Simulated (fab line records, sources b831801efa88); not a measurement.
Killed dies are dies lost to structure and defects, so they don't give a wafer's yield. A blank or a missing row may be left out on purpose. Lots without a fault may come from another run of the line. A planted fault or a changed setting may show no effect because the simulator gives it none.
Chamber matching | flow sky130 | SKY_FIELD_ISO_ETCH_17 on rie_si-02: 4 sister chambers
The step etches Si in HBr/Cl2/O2, target depth 342 nm, time 97.7 s. 8 wafers are shown with their chamber, then 10 later ones without.

WAFERS WITH THEIR CHAMBER
wafer  | chamber | drypump_motor_current_A (A) | oes_product_au (a.u.)
L210.3 | 3       | 5.7                         | 1.007
L223.2 | 0       | 5.3                         | 0.988
L223.4 | 1       | 5.8                         | 1.001
L225.3 | 1       | 5.9                         | 0.996
L225.4 | 0       | 5.3                         | 0.990
L225.5 | 2       | 5.9                         | 1.003
L227.4 | 2       | 5.9                         | 0.996
L227.5 | 3       | 5.7                         | 1.005

WAFERS WITHOUT THEIR CHAMBER
wafer  | drypump_motor_current_A (A) | oes_product_au (a.u.)
L227.6 | 5.9                         | 0.998
L229.1 | 5.9                         | 1.003
L229.3 | 5.3                         | 1.004
L229.5 | 5.7                         | 0.997
L231.2 | 5.7                         | 0.994
L231.3 | 5.2                         | 0.989
L231.5 | 5.7                         | 1.000
L233.2 | 5.7                         | 1.007
L233.3 | 6.0                         | 1.004
L233.4 | 5.7                         | 1.016

WHICH CHAMBER EACH WENT THROUGH
wafer  | from the rows above     | in truth
L227.6 | can't be placed: 2 or 1 | 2
L229.1 | can't be placed: 2 or 1 | 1
L229.3 | 0                       | 0
L229.5 | can't be placed: 3 or 1 | 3
L231.2 | can't be placed: 3 or 1 | 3
L231.3 | 0                       | 0
L231.5 | 3                       | 3
L233.2 | 3                       | 3
L233.3 | can't be placed: 2 or 1 | 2
L233.4 | 3                       | 3
Placed correctly: 5 of 10. Can't be placed from these rows: 5 (the true chamber is among the candidates in 5). Placed wrongly: 0.
How it was worked out, from the rows above alone: a wafer's distance from a chamber is the root of the sum, over the readings, of the square of ((its reading less the chamber's mean) divided by the reading's scatter). The wafer belongs to the nearest chamber; if the next one is less than 2 further off, it can't be placed. A chamber's mean is the mean of its shown wafers. The scatter: the root of (the sum of the squares of (reading less its chamber's mean) over the shown wafers, divided by (wafers less chambers)).
